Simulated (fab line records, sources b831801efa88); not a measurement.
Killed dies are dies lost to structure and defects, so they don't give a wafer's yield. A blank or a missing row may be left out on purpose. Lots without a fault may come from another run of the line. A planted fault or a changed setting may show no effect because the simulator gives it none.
Which tool did it? | flow gf180mcu | 14 lots, 42 wafers sampled, at 3 steps of a route of 602

WHAT THE GAUGES READ, wafer by wafer
GF_V3_CD_MEAS_14: target cd 260 nm. Usual: cd_nm 260.0 nm, standard deviation 1.2.
lot  | measured     | on        | cd_nm (nm)        | flag
L613 | day 22 05:52 | cd_sem-02 | 260.4 260.1 260.0 |
L614 | day 22 18:41 | cd_sem-01 | 263.1 263.0 260.4 |
L616 | day 23 10:40 | cd_sem-01 | 259.1 259.7 260.0 |
L618 | day 24 07:55 | cd_sem-01 | 260.5 260.1 259.9 |
L619 | day 24 11:17 | cd_sem-02 | 260.9 260.8 260.9 |
L620 | day 24 23:20 | cd_sem-02 | 262.1 262.8 262.1 |
L621 | day 25 07:41 | cd_sem-01 | 260.4 259.3 258.4 |
L624 | day 26 07:21 | cd_sem-02 | 257.6 258.2 258.6 |
L625 | day 26 13:01 | cd_sem-02 | 260.5 258.8 259.3 |
L628 | day 27 13:44 | cd_sem-02 | 259.9 259.4 259.8 |
L630 | day 27 23:53 | cd_sem-02 | 259.3 258.5 259.6 |
L631 | day 28 09:50 | cd_sem-01 | 258.9 259.7 258.7 |
L632 | day 28 15:20 | cd_sem-01 | 258.8 259.4 259.8 |
L634 | day 29 05:23 | cd_sem-01 | 261.0 260.4 261.2 |

GF_V3_RS_MEAS_24: measures by four-point-probe. Usual: V3_W_RS 0.3265 ohm/sq, standard deviation 0.0029.
lot  | measured     | on            | V3_W_RS (ohm/sq)     | flag
L613 | day 22 06:53 | film_metro-03 | 0.3305 0.3227 0.3224 |
L614 | day 22 20:04 | film_metro-04 | 0.3272 0.3246 0.3285 |
L616 | day 23 11:43 | film_metro-03 | 0.3220 0.3239 0.3228 |
L618 | day 24 08:57 | film_metro-04 | 0.3285 0.3245 0.3330 |
L619 | day 24 12:20 | film_metro-04 | 0.3273 0.3276 0.3290 |
L620 | day 25 00:22 | film_metro-03 | 0.3206 0.3217 0.3256 |
L621 | day 25 08:43 | film_metro-02 | 0.3291 0.3260 0.3278 |
L624 | day 26 08:23 | film_metro-02 | 0.3266 0.3262 0.3277 |
L625 | day 26 14:05 | film_metro-02 | 0.3259 0.3227 0.3259 |
L628 | day 27 14:46 | film_metro-02 | 0.3278 0.3228 0.3283 |
L630 | day 28 00:55 | film_metro-02 | 0.3253 0.3264 0.3261 |
L631 | day 28 10:52 | film_metro-04 | 0.3233 0.3264 0.3268 |
L632 | day 28 16:22 | film_metro-03 | 0.3242 0.3271 0.3221 |
L634 | day 29 06:25 | film_metro-03 | 0.3277 0.3289 0.3308 |

WHICH TOOL RAN EACH LOT (tool, then ch and the chambers of the sampled wafers, then the start)
lot  | GF_V3_CVD_23
L613 | cvd_w-02 ch 0,1, day 22 06:47
L614 | cvd_w-01 ch 0,1, day 22 19:57
L616 | cvd_w-02 ch 0,1, day 23 11:35
L618 | cvd_w-01 ch 0,1, day 24 08:50
L619 | cvd_w-02 ch 0,1, day 24 12:13
L620 | cvd_w-01 ch 0,1, day 25 00:14
L621 | cvd_w-02 ch 0,1, day 25 08:37
L624 | cvd_w-02 ch 0,1, day 26 08:14
L625 | cvd_w-02 ch 0,1, day 26 13:58
L628 | cvd_w-02 ch 0,1, day 27 14:40
L630 | cvd_w-02 ch 0,1, day 28 00:48
L631 | cvd_w-02 ch 0,1, day 28 10:45
L632 | cvd_w-02 ch 0,1, day 28 16:14
L634 | cvd_w-01 ch 0,1, day 29 06:18
- GF_V3_CVD_23: deposits W, target thk 350 nm, time 104.9 s.

WHAT THE TOOLS THEMSELVES READ (means of the sampled wafers that have a number; where no wafer has one, the mark that the record gives instead)
GF_V3_CVD_23. Usual: heater_power_w 889 W, standard deviation 68.
lot  | tool     | heater_power_w (W) | flag
L613 | cvd_w-02 | 954                |
L614 | cvd_w-01 | 844                |
L616 | cvd_w-02 | 892                |
L618 | cvd_w-01 | 824                |
L619 | cvd_w-02 | 950                |
L620 | cvd_w-01 | 842                |
L621 | cvd_w-02 | 906                |
L624 | cvd_w-02 | 911                |
L625 | cvd_w-02 | 908                |
L628 | cvd_w-02 | 951                |
L630 | cvd_w-02 | 962                |
L631 | cvd_w-02 | 966                |
L632 | cvd_w-02 | 954                |
L634 | cvd_w-01 | 857                |

THE ANSWER, worked out from the rows above alone
Rule: a lot is off if the mean of its wafers that have a number lies more than 3 standard deviations from the usual mean. A lot without any number at a reading at which 4 lots or more have one is off too. The other lots that the step has rows for count as sound. The gauges are gone through in route order, then the tools' own readings, and for those a lot's mean is taken as printed above. The first step at which some lot is off is used, and at that step the reading that is off furthest; a lot without a number counts as furthest.
No lot is off at any reading shown: from this, nothing can be told.

WHAT THE SIMULATOR HAD PUT IN
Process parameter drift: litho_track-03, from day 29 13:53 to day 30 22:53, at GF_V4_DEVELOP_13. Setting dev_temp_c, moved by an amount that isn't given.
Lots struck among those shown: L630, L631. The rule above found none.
